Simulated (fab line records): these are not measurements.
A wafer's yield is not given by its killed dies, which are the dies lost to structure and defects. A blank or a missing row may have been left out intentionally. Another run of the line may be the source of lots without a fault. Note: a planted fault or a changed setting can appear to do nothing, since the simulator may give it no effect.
Shared-tool check    flow gf180mcu    39 wafers sampled across 13 lots

== REASON FOR OPENING ==
At GF_HV_LDD_TW_MEAS_38 the reading HV_LDD_3_TW is flagged on 4 of 13 lots. Fault-free wafers read 1439, with a standard deviation of 7.9.
Rule: a lot gets a flag if all its wafers with a number sit over 4 standard deviations from that mean, or if no wafer of it has a number. All remaining lots are regarded as sound.

lot   measured      on             HV_LDD_3_TW, wafer by wafer  flag
L311  day 11 12:07  film_metro-01  1434 1435 1428               
L313  day 12 05:07  film_metro-02  1455 1444 1457               
L314  day 12 14:44  film_metro-01  1438 1427 1432               
L315  day 12 23:35  film_metro-03  1446 1436 1441               
L316  day 13 04:11  film_metro-01  1446 1455 1448               
L317  day 13 14:37  film_metro-02  1447 1447 1447               
L319  day 14 04:40  film_metro-03  1428 1421 1427               
L320  day 14 14:34  film_metro-02  1449 1441 1443               
L322  day 14 23:14  film_metro-01  1440 1444 1447               
L323  day 15 09:55  film_metro-01  1595 1601 1595               FLAGGED
L324  day 15 16:14  film_metro-03  1601 1600 1597               FLAGGED
L325  day 16 14:44  film_metro-03  1607 1598 1599               FLAGGED
L326  day 16 19:29  film_metro-02  1596 1594 1597               FLAGGED
The mean of the flagged lots' numbers is 1598, +159 from the usual (+20 standard deviations).

== LOT BY LOT: THE TOOL USED ==
2 process steps preceding the reading are held in the record, out of 602 steps in the route. Read each cell as the tool, then ch plus the chambers that the sampled wafers visited, then the start.
lot   flag     GF_VT_IMPLANT_STRIP_42                GF_HV_LDD_IMPLANT_35
L311           plasma_asher-02 ch 0,1, day 7 12:58   implanter-01 ch 0, day 11 11:43
L313           plasma_asher-02 ch 0,1, day 8 02:01   implanter-01 ch 0, day 12 04:43
L314           plasma_asher-01 ch 0,1, day 8 10:09   implanter-04 ch 0, day 12 14:22
L315           plasma_asher-01 ch 0, day 8 17:03     implanter-01 ch 0, day 12 23:11
L316           plasma_asher-04 ch 0,1, day 8 21:50   implanter-04 ch 0, day 13 03:48
L317           plasma_asher-02 ch 0,1, day 9 05:57   implanter-01 ch 0, day 13 14:14
L319           plasma_asher-04 ch 0,1, day 9 21:07   implanter-04 ch 0, day 14 04:16
L320           plasma_asher-01 ch 0,1, day 10 02:29  implanter-01 ch 0, day 14 14:10
L322           plasma_asher-04 ch 0,1, day 10 11:33  implanter-01 ch 0, day 14 22:52
L323  FLAGGED  plasma_asher-04 ch 0,1, day 10 19:50  implanter-04 ch 0, day 15 09:31
L324  FLAGGED  plasma_asher-04 ch 0,1, day 11 02:21  implanter-01 ch 0, day 15 15:52
L325  FLAGGED  plasma_asher-04 ch 0,1, day 11 17:15  implanter-04 ch 0, day 16 14:22
L326  FLAGGED  plasma_asher-01 ch 0,1, day 12 01:25  implanter-01 ch 0, day 16 19:06
What these steps do:
- GF_VT_IMPLANT_STRIP_42: strips in O2/N2.
- GF_HV_LDD_IMPLANT_35
- GF_HV_LDD_TW_MEAS_38

== FLAGGED OVER TOTAL, TOOL BY TOOL (the gauges that took the reading come last) ==
step                    tool             lots run  flagged  share of the flagged lots  sound lots run after its first flagged lot
GF_VT_IMPLANT_STRIP_42  plasma_asher-01  4         1        some                       0
GF_VT_IMPLANT_STRIP_42  plasma_asher-02  3         0        none                       -
GF_VT_IMPLANT_STRIP_42  plasma_asher-04  6         3        some                       0
GF_HV_LDD_IMPLANT_35    implanter-01     8         2        some                       0
GF_HV_LDD_IMPLANT_35    implanter-04     5         2        some                       0
GF_HV_LDD_TW_MEAS_38    film_metro-01    5         1        some                       0
GF_HV_LDD_TW_MEAS_38    film_metro-02    4         1        some                       0
GF_HV_LDD_TW_MEAS_38    film_metro-03    4         2        some                       0

== WHAT THE TABLE PERMITS ==
No row of the table ran every flagged lot.

== WHAT HAD BEEN PUT IN BY THE SIMULATOR ==
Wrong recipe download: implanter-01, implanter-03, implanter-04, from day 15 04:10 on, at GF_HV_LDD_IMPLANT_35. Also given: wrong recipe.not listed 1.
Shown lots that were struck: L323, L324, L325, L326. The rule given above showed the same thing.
